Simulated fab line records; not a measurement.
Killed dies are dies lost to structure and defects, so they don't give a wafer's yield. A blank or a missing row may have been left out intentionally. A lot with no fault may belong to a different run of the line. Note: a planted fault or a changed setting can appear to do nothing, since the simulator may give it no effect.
Split-lot trial    flow sky130    5 lots, 23 wafers read, on a route of 708 steps

## ABOUT THE SPLIT
At SKY_VT_ADJUST_HVTP_DEVELOP_06 (develop time 60 s), the setting develop time s was moved away from the recipe's 60 s on 7 of the 23 wafers read, by -6.6% to +12.8%. All remaining wafers had this setting at the recipe value.

There is no step in the file separating the split from the reading.

## THE READING
cd nm at SKY_VT_ADJUST_HVTP_CD_MEAS_07, given in nm (cd target 380 nm). Typical for fault-free wafers on this fab line: 379.3 nm, with standard deviation 2.2 nm.

wafer   tool, chamber at the split  develop time s as run, s  against the recipe  cd nm, nm  against lot-mates on the recipe
L074.1  litho track-02, 0           60                        recipe              376.9      -
L074.4  litho track-02, 0           60                        recipe              375.3      -
L074.6  litho track-02, 0           60                        recipe              377.9      -
L077.1  litho track-03, 0           60                        recipe              378.4      -
L077.2  litho track-03, 0           60                        recipe              377.8      -
L077.3  litho track-03, 0           56.05                     -6.6%               372.2      -5.9
L077.4  litho track-03, 0           56.05                     -6.6%               370.6      -7.5
L077.5  litho track-03, 0           56.05                     -6.6%               372.6      -5.5
L081.1  litho track-01, 0           60                        recipe              378.7      -
L081.2  litho track-01, 0           60                        recipe              378.6      -
L081.4  litho track-01, 0           60                        recipe              380.3      -
L081.5  litho track-01, 0           66.24                     +10.4%              387.8      +8.6
L081.6  litho track-01, 0           66.24                     +10.4%              386.5      +7.3
L082.1  litho track-01, 0           60                        recipe              381.5      -
L082.2  litho track-01, 0           67.7                      +12.8%              392.2      +10.2
L082.3  litho track-01, 0           67.7                      +12.8%              392.9      +10.9
L082.4  litho track-01, 0           60                        recipe              382.0      -
L082.6  litho track-01, 0           60                        recipe              382.5      -
L084.1  litho track-01, 0           60                        recipe              376.9      -
L084.3  litho track-01, 0           60                        recipe              378.6      -
L084.4  litho track-01, 0           60                        recipe              379.9      -
L084.5  litho track-01, 0           60                        recipe              377.5      -
L084.6  litho track-01, 0           60                        recipe              377.9      -

FIT RESULTS
A straight line over all 23 wafers: cd nm changes by +0.99 nm for each +1% of develop time s; r = +0.95; the points scatter about the line by 1.9 nm.
The same after taking each lot's own level away (the mean of its wafers on the recipe; 23 wafers): +0.837 nm for each +1%; r = +0.98; scatter 0.9 nm.
According to that fit, moving develop time s by its largest amount changes the reading by 11 nm.
The lots' own levels span 376.70 to 382.00 nm, that is 2.4 times the standard deviation above.
Hence the slope depends on the lot-to-lot level, as the two fits are not the same.
Check: +10.7 nm against its lot-mates is what the line predicts for one of the wafers moved furthest among these (+12.8%) when that wafer is left out of the fit. It came out at +10.2 nm against them.

## OTHER SPLITS ON THESE WAFERS
Before the reading, these wafers also passed through other splits. Each is held against what the fit with the lots' levels taken away leaves over:
other split on the same wafers     wafers away from the commonest value  r with cd nm (lot level and that fit taken away)
SKY_FIELD_ISO_OXIDATION_01 temp c  10                                    -0.14
SKY_DNWELL_COAT_02 resist thk nm   5                                     -0.15
SKY_PWDE_COAT_02 resist thk nm     6                                     -0.47
SKY_PWDE_IMPLANT_08 dose cm2       9                                     -0.12
SKY_NWELL_IMPLANT_13 energy kev    10                                    +0.31
SKY_NWELL_IMPLANT_24 energy kev    7                                     -0.14

## FILE'S OWN FIT
cd nm changes by +0.821 nm for each +1% of develop time s, r = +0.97.
